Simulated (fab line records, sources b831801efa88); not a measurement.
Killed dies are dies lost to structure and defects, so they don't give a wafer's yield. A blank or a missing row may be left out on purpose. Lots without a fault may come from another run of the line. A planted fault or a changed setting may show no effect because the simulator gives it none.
Which tool did it? | flow gf180mcu | 12 lots, 35 wafers sampled, at 5 steps of a route of 602

WHAT THE GAUGES READ, wafer by wafer
GF_VT_IMPLANT_RS_MEAS_47: measures by four-point-probe. Usual: NWELL_RS 487.7 ohm/sq, standard deviation 1.3.
lot  | measured     | on            | NWELL_RS (ohm/sq) | flag
L732 | day 7 13:09  | film_metro-02 | 487.6 488.3 486.8 |
L734 | day 8 02:06  | film_metro-02 | 485.7 486.4 486.4 |
L736 | day 8 11:37  | film_metro-04 | 488.4 488.0 488.5 |
L737 | day 8 17:54  | film_metro-02 | 489.9 489.7 489.7 |
L738 | day 8 21:10  | film_metro-01 | 488.3 488.4 489.6 |
L739 | day 9 00:51  | film_metro-04 | 487.5 489.1 487.3 |
L740 | day 9 08:40  | film_metro-04 | 487.6 486.5 488.4 |
L745 | day 10 15:48 | film_metro-04 | 489.0 502.4       | OFF
L746 | day 10 19:49 | film_metro-01 | 488.6 502.5 503.5 | OFF
L748 | day 11 09:22 | film_metro-02 | 489.7 504.5 490.3 | OFF
L751 | day 12 04:17 | film_metro-04 | 488.4 487.8 489.6 |
L754 | day 13 00:44 | film_metro-01 | 487.1 487.1 488.5 |

GF_HV_LDD_TW_MEAS_11. Usual: HV_LDD_TW 2391, standard deviation 23.
lot  | measured     | on            | HV_LDD_TW      | flag
L732 | day 9 19:24  | film_metro-02 | 2366 2359 2374 |
L734 | day 10 03:28 | film_metro-02 | 2366 2362 2362 |
L736 | day 10 20:07 | film_metro-02 | 2352 2358 2370 |
L737 | day 11 04:46 | film_metro-04 | 2405 2399 2397 |
L738 | day 11 09:08 | film_metro-01 | 2407 2427 2422 |
L739 | day 11 17:27 | film_metro-04 | 2401 2400 2377 |
L740 | day 12 03:19 | film_metro-04 | 2400 2388 2383 |
L745 | day 13 21:29 | film_metro-02 | 2381 2358      |
L746 | day 13 21:40 | film_metro-04 | 2414 2410 2394 |
L748 | day 14 15:00 | film_metro-04 | 2401 2411 2402 |
L751 | day 15 10:46 | film_metro-01 | 2414 2405 2416 |
L754 | day 16 07:05 | film_metro-01 | 2423 2433 2418 |

WHICH TOOL RAN EACH LOT (tool, then ch and the chambers of the sampled wafers, then the start)
lot  | GF_STI_CMP_25                | GF_NWELL_IMPLANT_08            | GF_VT_IMPLANT_STRIP_42
L732 | cmp-01 ch 0,3, day 2 03:13   | implanter-01 ch 0, day 3 06:31 | plasma_asher-02 ch 0,1, day 7 12:43
L734 | cmp-01 ch 1,2,3, day 2 14:35 | implanter-01 ch 0, day 3 18:33 | plasma_asher-02 ch 0,1, day 8 01:40
L736 | cmp-01 ch 0,1, day 3 00:04   | implanter-01 ch 0, day 4 04:30 | plasma_asher-02 ch 0,1, day 8 11:10
L737 | cmp-02 ch 0,1,3, day 3 09:50 | implanter-01 ch 0, day 4 15:12 | plasma_asher-02 ch 0,1, day 8 17:22
L738 | cmp-02 ch 1,2, day 3 10:31   | implanter-01 ch 0, day 4 17:08 | plasma_asher-04 ch 0,1, day 8 20:42
L739 | cmp-01 ch 0,1,2, day 3 15:46 | implanter-01 ch 0, day 4 22:29 | plasma_asher-03 ch 0,1, day 9 00:18
L740 | cmp-02 ch 0,1, day 3 22:07   | implanter-01 ch 0, day 5 06:31 | plasma_asher-02 ch 0,1, day 9 08:08
L745 | cmp-01 ch 0,1, day 4 22:04   | implanter-01 ch 0, day 6 06:23 | plasma_asher-02 ch 1, day 10 15:21
L746 | cmp-02 ch 0,2,3, day 5 04:07 | implanter-01 ch 0, day 6 11:47 | plasma_asher-02 ch 0,1, day 10 19:19
L748 | cmp-01 ch 1,2,3, day 5 13:43 | implanter-01 ch 0, day 6 22:05 | plasma_asher-03 ch 0,1, day 11 08:55
L751 | cmp-01 ch 1,2,3, day 6 04:57 | implanter-04 ch 0, day 7 15:10 | plasma_asher-04 ch 0,1, day 12 03:45
L754 | cmp-02 ch 0,1, day 6 20:35   | implanter-04 ch 0, day 8 04:58 | plasma_asher-04 ch 0,1, day 13 00:13
- GF_STI_CMP_25: polishes, stops on Si3N4, t overpolish 33 s, target thk 524.6 nm.
- GF_NWELL_IMPLANT_08
- GF_VT_IMPLANT_STRIP_42: strips in O2/N2.

WHAT THE TOOLS THEMSELVES READ (means of the sampled wafers that have a number; where no wafer has one, the mark that the record gives instead)
GF_STI_CMP_25. Usual: edge_zone_pressure_frac 1.000, standard deviation 0.0054; head_pressure_psi 4.001 psi, standard deviation 0.0084; motor_current_A 12.2 A, standard deviation 1.3; overpolish_run_s 33.000 s, standard deviation 0.0088; retaining_ring_pressure_frac 1.000, standard deviation 0.0052; time_to_endpoint_s 123 s, standard deviation 4.6.
lot  | tool   | edge_zone_pressure_frac | head_pressure_psi (psi) | motor_current_A (A) | overpolish_run_s (s) | retaining_ring_pressure_frac | time_to_endpoint_s (s) | flag
L732 | cmp-01 | 1.003                   | 4.010                   | 13.1                | 32.996               | 1.001                        | 126                    |
L734 | cmp-01 | 0.999                   | 4.009                   | 11.9                | 32.996               | 0.998                        | 125                    |
L736 | cmp-01 | 0.998                   | 3.994                   | 12.0                | 32.993               | 1.000                        | 130                    |
L737 | cmp-02 | 0.996                   | 3.998                   | 12.1                | 33.003               | 0.999                        | 122                    |
L738 | cmp-02 | 1.000                   | 4.005                   | 12.8                | 32.999               | 1.001                        | 121                    |
L739 | cmp-01 | 0.996                   | 4.007                   | 11.0                | 33.002               | 1.003                        | 124                    |
L740 | cmp-02 | 1.000                   | 3.999                   | 12.1                | 32.996               | 1.000                        | 124                    |
L745 | cmp-01 | 0.998                   | 4.015                   | 10.8                | 32.992               | 0.997                        | 120                    |
L746 | cmp-02 | 1.001                   | 4.004                   | 13.0                | 33.000               | 0.997                        | 119                    |
L748 | cmp-01 | 0.999                   | 4.008                   | 11.9                | 33.005               | 1.001                        | 125                    |
L751 | cmp-01 | 0.992                   | 4.004                   | 11.3                | 33.007               | 1.000                        | 124                    |
L754 | cmp-02 | 0.996                   | 4.003                   | 12.6                | 33.002               | 0.994                        | 116                    |

GF_NWELL_IMPLANT_08. Usual: beam_energy_keV 450.01, standard deviation 0.14; dose_ions_cm2 1.5001e+13, standard deviation 1.6e+10.
lot  | tool         | beam_energy_keV | dose_ions_cm2 | flag
L732 | implanter-01 | 449.99          | 1.5019e+13    |
L734 | implanter-01 | 450.01          | 1.5002e+13    |
L736 | implanter-01 | 449.90          | 1.5004e+13    |
L737 | implanter-01 | 450.02          | 1.5002e+13    |
L738 | implanter-01 | 450.16          | 1.5009e+13    |
L739 | implanter-01 | 450.05          | 1.5003e+13    |
L740 | implanter-01 | 450.05          | 1.5010e+13    |
L745 | implanter-01 | 449.90          | 1.4991e+13    |
L746 | implanter-01 | 450.00          | 1.4983e+13    |
L748 | implanter-01 | 450.01          | 1.4982e+13    |
L751 | implanter-04 | 450.05          | 1.5007e+13    |
L754 | implanter-04 | 450.08          | 1.5004e+13    |

GF_VT_IMPLANT_STRIP_42. Usual: drypump_motor_current_A 5.75 A, standard deviation 0.27; heater_power_w 325 W, standard deviation 25; oes_product_au 0.716 a.u., standard deviation 0.0048; strip_time_to_endpoint_s 12.62 s, standard deviation 0.042.
lot  | tool            | drypump_motor_current_A (A) | heater_power_w (W) | oes_product_au (a.u.) | strip_time_to_endpoint_s (s) | flag
L732 | plasma_asher-02 | 5.49                        | 298                | 0.712                 | 12.69                        |
L734 | plasma_asher-02 | 5.81                        | 316                | 0.716                 | 12.63                        |
L736 | plasma_asher-02 | 5.51                        | 302                | 0.716                 | 12.64                        |
L737 | plasma_asher-02 | 5.51                        | 298                | 0.717                 | 12.67                        |
L738 | plasma_asher-04 | 5.76                        | 320                | 0.713                 | 12.58                        |
L739 | plasma_asher-03 | 5.81                        | 328                | 0.714                 | 12.57                        |
L740 | plasma_asher-02 | 5.51                        | 297                | 0.714                 | 12.60                        |
L745 | plasma_asher-02 | 5.20                        | 292                | 0.717                 | 12.62                        |
L746 | plasma_asher-02 | 5.82                        | 312                | 0.716                 | 12.66                        |
L748 | plasma_asher-03 | 5.82                        | 346                | 0.714                 | 12.63                        |
L751 | plasma_asher-04 | 5.76                        | 322                | 0.708                 | 12.65                        |
L754 | plasma_asher-04 | 5.75                        | 335                | 0.714                 | 12.71                        |

THE ANSWER, worked out from the rows above alone
Rule: a lot is off if the mean of its wafers that have a number lies more than 3 standard deviations from the usual mean. A lot without any number at a reading at which 4 lots or more have one is off too. The other lots that the step has rows for count as sound. The gauges are gone through in route order, then the tools' own readings, and for those a lot's mean is taken as printed above. The first step at which some lot is off is used, and at that step the reading that is off furthest; a lot without a number counts as furthest.
Off: L745, L746, L748, at GF_VT_IMPLANT_RS_MEAS_47 (NWELL_RS).
A tool fits if, at a process step before that reading, it ran every lot that is off, and no sound lot after the first of them. The gauges at GF_VT_IMPLANT_RS_MEAS_47 are tried like those tools. One fits: implanter-01 at GF_NWELL_IMPLANT_08. Its last sound lot is L740 (day 5 06:31), its first lot that is off L745 (day 6 06:23): a fault that began between those two fits.

WHAT THE SIMULATOR HAD PUT IN
Process parameter drift: implanter-01, from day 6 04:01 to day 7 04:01, at GF_NWELL_IMPLANT_08. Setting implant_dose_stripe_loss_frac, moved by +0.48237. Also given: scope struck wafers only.
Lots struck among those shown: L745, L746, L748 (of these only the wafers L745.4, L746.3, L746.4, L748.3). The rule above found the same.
